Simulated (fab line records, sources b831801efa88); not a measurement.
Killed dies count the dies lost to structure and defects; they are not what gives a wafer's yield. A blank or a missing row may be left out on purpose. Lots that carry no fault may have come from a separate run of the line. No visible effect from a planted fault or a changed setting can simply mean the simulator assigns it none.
Which tool was responsible? | flow gf180mcu | Sampling: 7 lots, 21 wafers, 3 of 602 route steps

== WHAT EACH GAUGE READ, for each wafer ==
GF_V3_THK_MEAS_01.
lot  | measured     | on            | V3_CVD_00_THK (nm)
L599 | day 21 22:59 | film_metro-04 | 604 598 602
L602 | day 23 08:09 | film_metro-04 | 601 593 607
L605 | day 24 01:31 | film_metro-04 | 605 595 598
L607 | day 24 12:50 | film_metro-04 | 610 609 605
L612 | day 26 13:38 | film_metro-01 | 605 598 600
L615 | day 27 10:08 | film_metro-01 | 600 604 602
L620 | day 28 19:01 | film_metro-04 | 607 306 606

== TOOL THAT RAN EACH LOT (tool first, then ch and the chambers of the sampled wafers, then the start) ==
lot  | GF_V2_ETCH_17                                 | GF_V3_CVD_00
L599 | rie_diel-03 ch 0,1,2, day 21 22:55 or earlier | hdpcvd-01 ch 0,1, day 21 22:55
L602 | rie_diel-02 ch 0,3, day 23 08:05 or earlier   | hdpcvd-01 ch 0,1,2, day 23 08:05
L605 | rie_diel-03 ch 0,3, day 24 01:25 or earlier   | hdpcvd-02 ch 0,1,2, day 24 01:25
L607 | rie_diel-03 ch 0,1,2, day 24 12:43 or earlier | hdpcvd-01 ch 1,2, day 24 12:43
L612 | rie_diel-04 ch 1,2, day 26 13:34 or earlier   | hdpcvd-01 ch 0,1,2, day 26 13:34
L615 | rie_diel-02 ch 1,2,3, day 27 10:04 or earlier | hdpcvd-01 ch 1,2, day 27 10:04
L620 | rie_diel-03 ch 0,1,3, day 28 18:57 or earlier | hdpcvd-02 ch 0,1,2, day 28 18:57
- GF_V2_ETCH_17: etches SiO2 in C4F8/O2/Ar, stops on TiN, target depth 630 nm.
- GF_V3_CVD_00: deposits SiO2, target thk 600 nm, time 100 s.

== THE ANSWER, worked out from the rows above alone ==
Rule: what is usual is taken from the lots themselves. Put in order of their means at a reading, lots are off if they are a third of the lots or fewer, leave a main group of 4 or more, and stand apart from it by a gap of 3 or more times the standard deviation of the main group's means; of several such gaps the widest counts. A main group is skipped when, at the precision printed for the reading in the tables above, its means are all equal. A lot without any number at a reading at which 4 lots or more have one is off too. Where the step has rows for the other lots, those lots are counted as sound.
Off: L620, at GF_V3_THK_MEAS_01 (V3_CVD_00_THK). For the main group the mean is 602 nm and the standard deviation 2.8.
If a tool, at a process step before that reading, ran all the lots that are off and no sound lot after the first of them, it fits. Those tools and the gauges at GF_V3_THK_MEAS_01 are tried in the same way. GF_V2_ETCH_17: start missing for some lots; hours and lot order therefore follow GF_V3_CVD_00. Can't be told from this: 3 tools fit, rie_diel-03 at GF_V2_ETCH_17, hdpcvd-02 at GF_V3_CVD_00, film_metro-04 at GF_V3_THK_MEAS_01.

== WHAT HAD BEEN PUT IN BY THE SIMULATOR ==
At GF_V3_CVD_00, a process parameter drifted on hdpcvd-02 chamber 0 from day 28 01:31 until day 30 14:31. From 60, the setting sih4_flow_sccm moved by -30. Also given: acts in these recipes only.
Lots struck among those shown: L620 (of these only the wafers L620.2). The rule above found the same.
